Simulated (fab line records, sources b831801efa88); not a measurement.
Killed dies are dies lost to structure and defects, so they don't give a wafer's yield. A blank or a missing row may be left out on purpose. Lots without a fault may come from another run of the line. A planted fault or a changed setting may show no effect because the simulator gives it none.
fab line records | flow sky130
record lots=11 wafers=33 last_day=49
route steps=708 shown METAL1@439 VIA1@480 PASSIVATION@683 PAD_OPEN@708
lots that met no fault: from a run of the same line without faults
start_h: hours from the record's first day to the start of the lot's first wafer shown | wait_h: hours since the lot's step before | " the same as in the row above | L1.1+2: a row that stands for several wafers | - no value, or no start given | * or withheld: withheld | < > ~ a bound
route shown NAME@n: a module of which the file shows steps, and the number in the route of the first | usual: mean/standard deviation of fault-free wafers | same: alike in all rows | chamber/n: place in a boat | sites: the reading at each site | _std_site: their standard deviation | _edge_site: outer sites' mean less inner sites' | radius_mm: how far each site lies from the wafer's centre | mask NAME#n: copy n | behind: the tool/chamber that last shaped the wafer | hold: why the lot was held/for how many hours/how that ended | device: the transistor (n, p or np) that didn't switch | end of line: the same wafers' tests at the end of the route | a step without rows: its recipe alone | killed: dies lost to structure and defects at the first sort, not the wafer's yield | map: a wafer's dies, x killed, . not, _ none there
set.NAME: the setting as run; set.NAME@STEP: as run at that earlier step | model.NAME: the simulator's own value behind a step, which no gauge read
steps of the route over a sample of lots; a table a step, a row a wafer
services: from which hour (start_h, from the record's first day; less than 0 if before it) a tool's chamber was out of use, for how many hours, and why
## steps
# step SKY_METAL1_RS_MEAS_05
# recipe thk_meas_gauge=four-point-probe reads=TiN_of_METAL1_SPUTTER_04+Ti_of_METAL1_SPUTTER_03+AlCu_of_METAL1_SPUTTER_02+TiN_of_METAL1_SPUTTER_01+Ti_of_METAL1_SPUTTER_00
# usual METAL1_ALCU_RS=0.1269/0.001
# columns lot.wafer tool chamber start_h wait_h METAL1_ALCU_RS[ohm/sq]
L429.1 film_metro-04 - 765.52 0.0 0.1274
L429.3 " - " " 0.1281
L429.6 " - " " 0.1277
L430.1 film_metro-02 - 766.17 0.0 0.1256
L430.4 " - " " 0.1264
L430.5 " - " " 0.1257
L432.2 film_metro-04 - 789.03 0.0 0.1282
L432.5 " - " " 0.1277
L432.6 " - " " 0.1274
L431.1 film_metro-02 - 790.72 0.0 0.1274
L431.4 " - " " 0.1278
L431.5 " - " " 0.1290
L434.1 film_metro-04 - 793.57 0.0 0.1269
L434.4 " - " " 0.1264
L434.5 " - " " 0.1266
L440.3 film_metro-02 - 859.10 0.1 0.1271
L440.5 " - " " 0.1271
L440.6 " - " " 0.1258
L444.3 film_metro-02 - 859.40 0.1 0.1255
L444.5 " - " " 0.1249
L444.6 " - " " 0.1253
L443.2 film_metro-03 - 860.29 0.0 0.1265
L443.3 " - " " 0.1267
L443.4 " - " " 0.1268
L445.2 film_metro-04 - 867.50 0.0 0.1274
L445.4 " - " " 0.1278
L445.5 " - " " 0.1281
L446.3 film_metro-02 - 878.21 0.1 0.1253
L446.4 " - " " 0.1260
L446.6 " - " " 0.1256
L447.1 film_metro-04 - 879.72 0.0 0.1279
L447.4 " - " " 0.1261
L447.5 " - " " 0.1258
# step SKY_VIA1_RS_MEAS_22
# recipe thk_meas_gauge=four-point-probe reads=W_of_VIA1_CVD_21+TiN_of_VIA1_SPUTTER_20
# usual VIA1_W_RS=0.426/0.0054
# columns lot.wafer tool chamber start_h wait_h VIA1_W_RS[ohm/sq]
L429.1 film_metro-02 - 821.03 0.1 0.428
L429.3 " - " " 0.425
L429.6 " - " " 0.428
L430.1 film_metro-02 - 822.24 0.1 0.424
L430.4 " - " " 0.425
L430.5 " - " " 0.428
L432.2 film_metro-02 - 844.40 0.1 0.421
L432.5 " - " " 0.429
L432.6 " - " " 0.425
L431.1 film_metro-03 - 846.23 0.1 0.423
L431.4 " - " " 0.425
L431.5 " - " " 0.436
L434.1 film_metro-02 - 849.44 0.1 0.437
L434.4 " - " " 0.431
L434.5 " - " " 0.436
L440.3 film_metro-01 - 912.38 0.1 0.422
L440.5 " - " " 0.428
L440.6 " - " " 0.423
L444.3 film_metro-01 - 912.68 0.1 0.423
L444.5 " - " " 0.425
L444.6 " - " " 0.419
L443.2 film_metro-02 - 913.01 0.1 0.436
L443.3 " - " " 0.430
L443.4 " - " " 0.433
L445.2 film_metro-02 - 921.19 0.1 0.428
L445.4 " - " " 0.434
L445.5 " - " " 0.431
L446.3 film_metro-02 - 931.39 0.1 0.421
L446.4 " - " " 0.418
L446.6 " - " " 0.423
L447.1 film_metro-02 - 932.53 0.1 0.420
L447.4 " - " " 0.421
L447.5 " - " " 0.423
# step SKY_VIA1_THK_MEAS_23
# recipe thk_meas_gauge=xrf reads=W_of_VIA1_CVD_21
# usual VIA1_W_THK=274/4.2
# columns lot.wafer tool chamber start_h wait_h VIA1_W_THK[nm]
L429.1 film_metro-02 - 821.15 0.1 269
L429.3 " - " " 274
L429.6 " - " " 272
L430.1 film_metro-02 - 822.36 0.1 273
L430.4 " - " " 273
L430.5 " - " " 273
L432.2 film_metro-02 - 844.51 0.1 275
L432.5 " - " " 271
L432.6 " - " " 271
L431.1 film_metro-03 - 846.35 0.1 278
L431.4 " - " " 277
L431.5 " - " " 270
L434.1 film_metro-02 - 849.56 0.1 265
L434.4 " - " " 271
L434.5 " - " " 267
L440.3 film_metro-01 - 912.48 0.1 278
L440.5 " - " " 275
L440.6 " - " " 280
L444.3 film_metro-01 - 912.78 0.1 279
L444.5 " - " " 278
L444.6 " - " " 283
L443.2 film_metro-02 - 913.12 0.1 267
L443.3 " - " " 270
L443.4 " - " " 267
L445.2 film_metro-02 - 921.30 0.1 271
L445.4 " - " " 266
L445.5 " - " " 269
L446.3 film_metro-02 - 931.49 0.1 275
L446.4 " - " " 277
L446.6 " - " " 272
L447.1 film_metro-02 - 932.65 0.1 276
L447.4 " - " " 277
L447.5 " - " " 273
# step SKY_PASSIVATION_CVD_02
# recipe material=Si3N4 target_thk_nm=540 temp_c=400 time_s=withheld rf_w=450
# usual heater_power_outer_w=427/80 heater_power_w=690/120
# columns lot.wafer tool chamber start_h wait_h heater_power_outer_w heater_power_w
L429.1 pecvd-02 0 1048.46 0.1 374 583
L429.3 " 2 " " 389 647
L429.6 " 0 " " 389 591
L430.1 pecvd-03 1 1050.30 0.1 519 809
L430.4 " 0 " " 472 723
L430.5 " 0 " " 493 736
L432.2 pecvd-01 2 1069.45 0.0 439 755
L432.5 " 1 " " 279 504
L432.6 " 2 " " 456 808
L431.1 pecvd-01 2 1073.52 0.1 471 803
L431.4 " 1 " " 338 566
L431.5 " 0 " " 453 757
L434.1 pecvd-02 1 1074.70 0.1 564 892
L434.4 " 1 " " 567 901
L434.5 " 0 " " 356 553
L440.3 pecvd-02 0 1125.94 0.0 326 521
L440.5 " 2 " " 340 569
L440.6 " 1 " " 570 941
L443.2 pecvd-01 2 1127.90 0.0 389 689
L443.3 " 1 " " 334 569
L443.4 " 2 " " 413 725
L444.3 pecvd-03 0 1128.48 0.0 500 784
L444.5 " 0 " " 404 618
L444.6 " 2 " " 510 797
L445.2 pecvd-01 0 1135.55 0.0 448 788
L445.4 " 1 " " 274 512
L445.5 " 2 " " 453 797
L446.3 pecvd-03 2 1140.50 0.0 512 766
L446.4 " 2 " " 536 798
L446.6 " 1 " " 446 678
L447.1 pecvd-03 0 1141.23 0.1 445 686
L447.4 " 1 " " 485 733
L447.5 " 2 " " 459 690
# step SKY_PASSIVATION_THK_MEAS_03
# recipe reads=Si3N4_of_PASSIVATION_CVD_02
# usual PASSIVATION_CVD_02_THK=539/6.6
# columns lot.wafer tool chamber start_h wait_h PASSIVATION_CVD_02_THK[nm]
L429.1 film_metro-02 - 1048.68 - 534
L429.3 " - " " 528
L429.6 " - " " 545
L430.1 film_metro-01 - 1050.63 - 538
L430.4 " - " " 541
L430.5 " - " " 541
L432.2 film_metro-01 - 1069.69 - 529
L432.5 " - " " 536
L432.6 " - " " 539
L431.1 film_metro-03 - 1073.74 - 534
L431.4 " - " " 551
L431.5 " - " " 553
L434.1 film_metro-03 - 1075.03 - 538
L434.4 " - " " 541
L434.5 " - " " 545
L440.3 film_metro-03 - 1126.18 - 671
L440.5 " - " " 545
L440.6 " - " " 538
L443.2 film_metro-02 - 1128.13 - 538
L443.3 " - " " 530
L443.4 " - " " 544
L444.3 film_metro-03 - 1128.73 - 525
L444.5 " - " " 540
L444.6 " - " " 538
L445.2 film_metro-03 - 1135.83 - 534
L445.4 " - " " 543
L445.5 " - " " 542
L446.3 film_metro-02 - 1140.75 - 531
L446.4 " - " " 535
L446.6 " - " " 544
L447.1 film_metro-02 - 1141.45 - 530
L447.4 " - " " 536
L447.5 " - " " 534
# step SKY_PASSIVATION_ETCH_11
# recipe chemistry=CF4/O2 target_depth_nm=725 stop_on=AlCu source_w=800 bias_w=150 pressure_mtorr=150 cf4_flow_sccm=80 O2_flow_sccm=10 time_s=161.1
# usual bias_w=150.0/0.45 drypump_motor_current_A=5.7/0.55 oes_product_au=0.978/0.0066 throttle_valve_pct=5.964/0.0099
# columns lot.wafer tool chamber start_h wait_h bias_w drypump_motor_current_A oes_product_au rf_hours_counter_h throttle_valve_pct
L429.1 rie_diel-03 3 1074.60 - 149.9 5.6 0.979 6 5.957
L429.3 " 1 " " 149.8 6.2 0.964 12 5.946
L429.6 " 2 " " 150.0 4.7 0.984 - 5.979
L430.1 rie_diel-01 3 1074.60 - 149.9 5.5 0.974 17 5.956
L430.4 " 0 " " 149.9 6.7 0.982 20 5.953
L430.5 " 0 " " 150.0 6.6 0.987 - 5.964
L432.2 rie_diel-01 3 1090.70 - 149.9 5.4 0.967 17 5.968
L432.5 " 3 " " 149.9 5.5 0.978 - 5.977
L432.6 " 0 " " 149.4 6.6 0.985 - 5.971
L431.1 rie_diel-03 0 1094.40 - 150.3 5.8 0.978 12 5.949
L431.4 " 1 " " 149.8 6.2 0.986 13 5.978
L431.5 " 3 " " 149.3 5.6 0.989 - 5.973
L434.1 rie_diel-03 0 1095.70 - 149.5 5.8 0.974 13 5.962
L434.4 " 1 " " 149.6 6.2 0.978 13 5.960
L434.5 " 1 " " 150.4 6.2 0.987 - 5.970
L440.3 rie_diel-02 0 1145.55 - 149.7 5.2 0.951 15 5.970
L440.5 " 0 " " 149.4 5.2 0.973 - 5.974
L440.6 " 3 " " 150.2 6.5 0.974 - 5.962
L443.2 rie_diel-02 2 1147.65 - 149.0 5.8 0.979 13 5.949
L443.3 " 0 " " 150.3 5.2 0.968 15 5.968
L443.4 " 1 " " 150.1 6.3 0.980 13 5.968
L444.3 rie_diel-01 1 1148.55 - 149.8 5.3 0.966 16 5.958
L444.5 " 3 " " 149.7 5.4 0.978 - 5.955
L444.6 " 0 " " 150.2 6.7 0.974 - 5.977
L445.2 rie_diel-01 3 1155.10 - 150.1 5.5 0.972 20 5.951
L445.4 " 0 " " 150.0 6.6 0.984 23 5.960
L445.5 " 3 " " 150.1 5.5 0.982 - 5.957
L446.3 rie_diel-01 2 1158.80 - 150.1 5.5 0.971 18 5.951
L446.4 " 3 " " 150.5 5.5 0.975 20 5.945
L446.6 " 2 " " 150.0 5.5 0.974 - 5.964
L447.1 rie_diel-03 3 1159.75 - 149.8 5.6 0.981 10 5.961
L447.4 " 2 " " 151.2 4.7 0.983 28 5.968
L447.5 " 1 " " 149.5 6.2 0.971 - 5.956
# step SKY_PAD_OPEN_PROBE_99
# usual defect_limited_yield=82.3/1.8 killed_at_M0_to_M3=44/6.9 killed_at_M4_up=3.3/1.7 killed_at_contacts=24/5.5 killed_at_front_end=16/4.5 killed_at_other=0.2/0.46 killed_dies=87/9.1 killed_open=48/7.3 killed_short=39/6.2 sort_bin_3_pad_short=0.9/0.4 sort_bin_5_function=10.4/1.5 sort_bin_6_memory=6.4/1.2 sort_n_pass=405/9.1 sort_yield_pct=82.3/1.8
# same gross_dies=492 killed_at_back_side=0 sort_bin_4_leakage[%]=0 sort_bin_8_speed[%]=0
# columns lot.wafer tool chamber start_h wait_h defect_limited_yield[%] killed_at_M0_to_M3 killed_at_M4_up killed_at_contacts killed_at_front_end killed_at_other killed_dies killed_open killed_short sort_bin_3_pad_short[%] sort_bin_5_function[%] sort_bin_6_memory[%] sort_n_pass sort_yield_pct[%]
L434.1 prober-01 - 1118.37 0.1 82.7 47 2 16 20 0 85 54 31 0.8 11.6 4.9 407 82.7
L434.4 prober-01 - 1118.52 0.2 78.5 45 2 32 27 0 106 69 34 0.6 11.2 9.8 386 78.5
L434.5 prober-01 - 1118.57 0.2 80.7 44 1 31 19 0 95 46 49 0.4 13.2 5.7 397 80.7
L443.2 prober-02 - 1168.31 0.1 82.9 40 4 26 14 0 84 41 43 1.0 10.0 6.1 408 82.9
L443.3 prober-02 - 1168.36 0.2 84.1 47 2 14 15 0 78 37 41 1.4 10.6 3.9 414 84.1
L443.4 prober-02 - 1168.41 0.2 84.1 43 0 27 8 0 78 43 35 1.0 9.6 5.3 414 84.1
# killed by level:class
L434.1 VIA1:geometric_particle:open=14 VIA3:geometric_particle:open=9 VIA2:geometric_particle:open=8 FIELD_ISO:geometric_particle:open=6 METAL1:geometric_particle:short=6 FIELD_ISO:geometric_particle:short=5 POLY_GATE:geometric_particle:open=4 LI_CONTACT:geometric_particle:open=4
L434.4 VIA1:geometric_particle:open=14 CONTACT:geometric_particle:open=13 LI_CONTACT:geometric_particle:open=11 FIELD_ISO:geometric_particle:open=9 METAL1:geometric_particle:short=6 METAL2:geometric_particle:short=6 VIA3:geometric_particle:open=6 POLY_GATE:geometric_particle:open=5
L434.5 CONTACT:geometric_particle:open=11 LI_CONTACT:geometric_particle:open=8 FIELD_ISO:geometric_particle:short=7 VIA3:geometric_particle:short=7 VIA1:geometric_particle:short=7 CONTACT:geometric_particle:short=6 VIA2:geometric_particle:open=6 VIA3:geometric_particle:open=6
L443.2 LOCAL_INTERCONNECT:geometric_particle:short=13 VIA1:geometric_particle:open=9 VIA3:geometric_particle:open=8 CONTACT:geometric_particle:open=6 METAL1:geometric_particle:short=6 VIA1:geometric_particle:short=4 POLY_GATE:geometric_particle:open=3 POLY_GATE:geometric_particle:short=3
L443.3 VIA1:geometric_particle:open=11 METAL1:geometric_particle:short=8 METAL2:geometric_particle:short=7 CONTACT:geometric_particle:open=6 VIA3:geometric_particle:open=5 FIELD_ISO:geometric_particle:short=4 METAL3:geometric_particle:short=4 FIELD_ISO:geometric_particle:open=3
L443.4 CONTACT:geometric_particle:open=11 VIA1:geometric_particle:short=6 VIA1:geometric_particle:open=6 VIA2:geometric_particle:open=6 LI_CONTACT:geometric_particle:open=5 LOCAL_INTERCONNECT:geometric_particle:short=5 METAL2:geometric_particle:short=5 VIA3:geometric_particle:open=5
## services
# columns tool chamber start_h hours kind
pecvd-03 2 1030.09 38.7 repair
rie_diel-01 0 1045.40 2.2 repair
pecvd-03 1 1056.90 3.6 repair
pecvd-02 2 1061.04 21.3 repair
rie_diel-01 3 1061.44 2.4 repair
rie_diel-01 - 1075.21 5.2 repair
rie_diel-02 - 1082.27 0.4 repair
pecvd-01 2 1083.44 5.5 scheduled_down
rie_diel-02 1 1095.21 6.2 repair
pecvd-02 1 1098.20 10.1 repair
rie_diel-02 - 1106.01 0.6 repair
pecvd-03 - 1116.78 0.7 repair
pecvd-03 1 1117.29 2.1 scheduled_down
rie_diel-01 2 1123.57 5.7 repair
rie_diel-02 1 1125.43 20.9 repair
pecvd-02 1 1135.51 5.5 scheduled_down
pecvd-01 - 1136.60 6.0 pm
## key
first_sign step=SKY_PASSIVATION_THK_MEAS_03 reading=PASSIVATION_CVD_02_THK direction=up sigmas=20 usual=539 struck=671
effect step=SKY_PASSIVATION_ETCH_11 reading=oes_product_au direction=down sigmas=4 usual=0.978 struck=0.951
met_at SKY_PASSIVATION_CVD_02
struck_lots L440
struck_wafers L440.3
not_acting_at SKY_METAL1_RS_MEAS_05,SKY_VIA1_RS_MEAS_22,SKY_VIA1_THK_MEAS_23
onset_between 1074.70 1125.94
fault kind=process_parameter_drift tool=pecvd-02 chamber=- onset_h=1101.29 steps=SKY_PASSIVATION_CVD_02 channel=time_s offset=withheld shape=step end_h=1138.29 scope=struck_wafers_only acts_in=*
